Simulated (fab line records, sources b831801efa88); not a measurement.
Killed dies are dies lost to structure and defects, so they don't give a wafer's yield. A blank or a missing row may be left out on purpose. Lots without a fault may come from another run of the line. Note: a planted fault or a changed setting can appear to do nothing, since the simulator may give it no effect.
8D (eight disciplines) problem report, filled in by code | flow sky130 | the parts of the form that need people (team, actions taken, sign-off) are left out

## 1. PROBLEM STATEMENT
Wafers free of any fault read 179.8 nm (standard deviation 1.8) for POLY_GATE_CVD_00_THK at SKY_POLY_GATE_THK_MEAS_01, against a mean of 159.4 nm on 9 wafers of 3 lots. That is -11 standard deviations from the usual mean.
The first sign was on wafer L101.2 at day 19 22:28, on film-metro-04. The record has a number at this step for 33 wafers belonging to 11 lots. By rule, "out" or "out of limits" means more than 4 standard deviations away from the usual mean. All remaining wafers that have a number are taken as sound.

## 2. WHAT THIS IS AND IS NOT
question                    | is                           | is not
which readings at this step | POLY_GATE_CVD_00_THK         | -
which lots                  | L101, L102, L103             | L100, L987, L988, L992, L995, L996, L997, L999
which wafers of those lots  | all that have a number       | -
read on which gauges        | film-metro-03, film-metro-04 | film-metro-02
when                        | from day 19 22:28            | up to then (24 sound wafers)

## 3. THE SUSPECTS, EACH WITH WHAT RULES IT OUT
Counting: a tool at a process step up to the reading stays a suspect if it ran every lot that is out and no sound lot after the first of them.
- the gauge at SKY_POLY_GATE_THK_MEAS_01 is ruled out. The wafers that are out were read on 2 gauges (film-metro-03, film-metro-04).
- lpcvd-01 at SKY_POLY_GATE_CVD_00 (deposits poly-Si, target thk 180 nm, time 720 s): kept. It processed each lot that is out, first L101 at day 19 21:16, and no sound lot thereafter; up to then, the last sound lot it processed was L100 at day 19 04:15. Its own susceptor-temp-C readings are out on those wafers.
After counting, what remains is lpcvd-01 at SKY_POLY_GATE_CVD_00.

## 4. THE CAUSE (what the simulator had put in)
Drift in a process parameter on lpcvd-01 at SKY_POLY_GATE_CVD_00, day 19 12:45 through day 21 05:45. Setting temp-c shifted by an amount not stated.
Only this tool survived the counting.

## 5. SEQUENCE OF EFFECTS, ordered by route
Rows list readings where the struck wafers' mean (over those with a number) sits beyond 3 standard deviations from the usual. Readings are gone through only where the record gives a usual standard deviation; hours: the median, over the lots, of the time from a lot's start at the first step in this table giving one to that lot's start at this step; sigmas: the change measured in usual standard deviations.
hours | step                      | reading              | usual      | on struck wafers | change | sigmas
0     | SKY_POLY_GATE_CVD_00      | spike-tc-bottom-C    | 643.7 C    | 638.6            | -5.1   | -4.3
0     | SKY_POLY_GATE_CVD_00      | spike-tc-centre-C    | 620.6 C    | 614.9            | -5.7   | -5.7
0     | SKY_POLY_GATE_CVD_00      | spike-tc-lower-C     | 619.4 C    | 613.4            | -6.0   | -4.3
0     | SKY_POLY_GATE_CVD_00      | spike-tc-upper-C     | 619.3 C    | 614.6            | -4.7   | -3.9
0     | SKY_POLY_GATE_CVD_00      | susceptor-temp-C     | 620.01 C   | 614.85           | -5.16  | -19
1     | SKY_POLY_GATE_THK_MEAS_01 | POLY_GATE_CVD_00_THK | 179.8 nm   | 159.4            | -20.4  | -11
65    | SKY_POLY_GATE_ETCH_17     | oes-product-au       | 0.987 a.u. | 0.913            | -0.074 | -8.4
It contains these process steps:
- SKY_POLY_GATE_CVD_00: deposits poly-Si, target thk 180 nm, time 720 s.
- SKY_POLY_GATE_ETCH_17: etches poly-Si in HBr/Cl2, stops on SiO2, target depth 180 nm, time 70.5 s.
Later steps that measure or inspect, where all struck wafers having a row at the step show a number for every such reading and not one has moved that far: SKY_POLY_GATE_THK_MEAS_21.

## 6. WHAT WOULD HAVE CAUGHT IT SOONER
10 hours passed between the start of the fault at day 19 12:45 and the first reading out of limits at a measuring or inspecting step in this record, taken at day 19 22:28.
At SKY_POLY_GATE_CVD_00, the tool's own readings (susceptor-temp-C) were out on each struck wafer the step has a row for, so an alarm limit on them would have fired on the first such wafer.
Of the lots that are out (3), L102, L103 began SKY_POLY_GATE_CVD_00 on lpcvd-01 after day 19 22:28. A hold on the tool at that time would have spared those 2.
